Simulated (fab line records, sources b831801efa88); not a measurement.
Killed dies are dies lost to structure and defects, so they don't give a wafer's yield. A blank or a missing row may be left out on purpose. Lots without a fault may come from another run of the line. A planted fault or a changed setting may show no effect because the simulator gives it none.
Tool commonality check | flow sky130 | 13 lots, 39 wafers sampled

WHY IT WAS OPENED
At SKY_LI_CONTACT_THK_MEAS_01 the reading LI_CONTACT_HDPCVD_THK is flagged on 3 of 13 lots. Wafers without a fault read 965 nm, standard deviation 10.
Rule: a lot is flagged when every wafer of it that has a number lies more than 4 standard deviations from that mean, or none has a number. The other lots count as sound.

lot  | measured     | on            | LI_CONTACT_HDPCVD_THK (nm), wafer by wafer | flag
L409 | day 28 15:40 | film_metro-03 | 966 960 963                                |
L410 | day 28 15:58 | film_metro-03 | 966 952 961                                |
L411 | day 28 16:16 | film_metro-04 | 947 956 973                                |
L413 | day 29 09:49 | film_metro-04 | 966 955 961                                |
L414 | day 29 17:38 | film_metro-01 | 954 963 961                                |
L417 | day 30 19:46 | film_metro-03 | 968 966 982                                |
L418 | day 31 03:00 | film_metro-01 | 968 966 968                                |
L423 | day 32 15:26 | film_metro-03 | 839 833 845                                | FLAGGED
L424 | day 32 22:30 | film_metro-03 | 997 984 976                                |
L425 | day 33 08:32 | film_metro-01 | 830 837 824                                | FLAGGED
L426 | day 33 14:01 | film_metro-03 | 831 833 820                                | FLAGGED
L429 | day 34 21:16 | film_metro-04 | 945 967 947                                |
L432 | day 36 05:31 | film_metro-01 | 952 969 948                                |
The numbers of the flagged lots are 832 nm on average: -133 nm against the usual, or -13 standard deviations.

WHICH TOOL RAN EACH LOT
The record holds 1 process step before the reading, out of a route of 708 steps. In each cell: the tool, then ch and the chambers that the sampled wafers went through, then the start.
lot  | flag    | SKY_LI_CONTACT_HDPCVD_00
L409 |         | hdpcvd-01 ch 0,1, day 28 15:34
L410 |         | hdpcvd-01 ch 0,1, day 28 15:52
L411 |         | hdpcvd-01 ch 0,1,2, day 28 16:10
L413 |         | hdpcvd-01 ch 0,1, day 29 09:41
L414 |         | hdpcvd-02 ch 0,1,2, day 29 17:32
L417 |         | hdpcvd-02 ch 0,2, day 30 19:38
L418 |         | hdpcvd-01 ch 0,1,2, day 31 02:54
L423 | FLAGGED | hdpcvd-01 ch 0,1,2, day 32 15:19
L424 |         | hdpcvd-02 ch 1,2, day 32 22:24
L425 | FLAGGED | hdpcvd-01 ch 0,1,2, day 33 08:25
L426 | FLAGGED | hdpcvd-01 ch 0,1, day 33 13:54
L429 |         | hdpcvd-02 ch 0,2, day 34 21:08
L432 |         | hdpcvd-02 ch 0,2, day 36 05:24
What these steps do:
- SKY_LI_CONTACT_HDPCVD_00: deposits PSG, target thk 930 nm, time 155 s.
- SKY_LI_CONTACT_THK_MEAS_01

FLAGGED OVER TOTAL, TOOL BY TOOL (the gauges that took the reading come last)
step                       | tool          | lots run | flagged | share of the flagged lots | sound lots run after its first flagged lot
SKY_LI_CONTACT_HDPCVD_00   | hdpcvd-01     | 8        | 3       | all                       | 0
SKY_LI_CONTACT_HDPCVD_00   | hdpcvd-02     | 5        | 0       | none                      | -
SKY_LI_CONTACT_THK_MEAS_01 | film_metro-01 | 4        | 1       | some                      | 1 (L432)
SKY_LI_CONTACT_THK_MEAS_01 | film_metro-03 | 6        | 2       | some                      | 1 (L424)
SKY_LI_CONTACT_THK_MEAS_01 | film_metro-04 | 3        | 0       | none                      | -

WHAT THE TABLE ALLOWS
1 row of the table ran every flagged lot: hdpcvd-01 at SKY_LI_CONTACT_HDPCVD_00.
- hdpcvd-01 at SKY_LI_CONTACT_HDPCVD_00: 3 of its 8 lots flagged. Its last sound lot is L418 (day 31 02:54), its first flagged lot L423 (day 32 15:19): a fault that began between those two fits.
One tool is left: hdpcvd-01 at SKY_LI_CONTACT_HDPCVD_00.

WHAT THE SIMULATOR HAD PUT IN
Site profile drift: hdpcvd-01, from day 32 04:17 on, at SKY_LI_CONTACT_HDPCVD_00. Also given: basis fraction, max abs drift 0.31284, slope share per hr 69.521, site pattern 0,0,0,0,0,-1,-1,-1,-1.
Lots struck among those shown: L423, L425, L426. The rule above found the same.
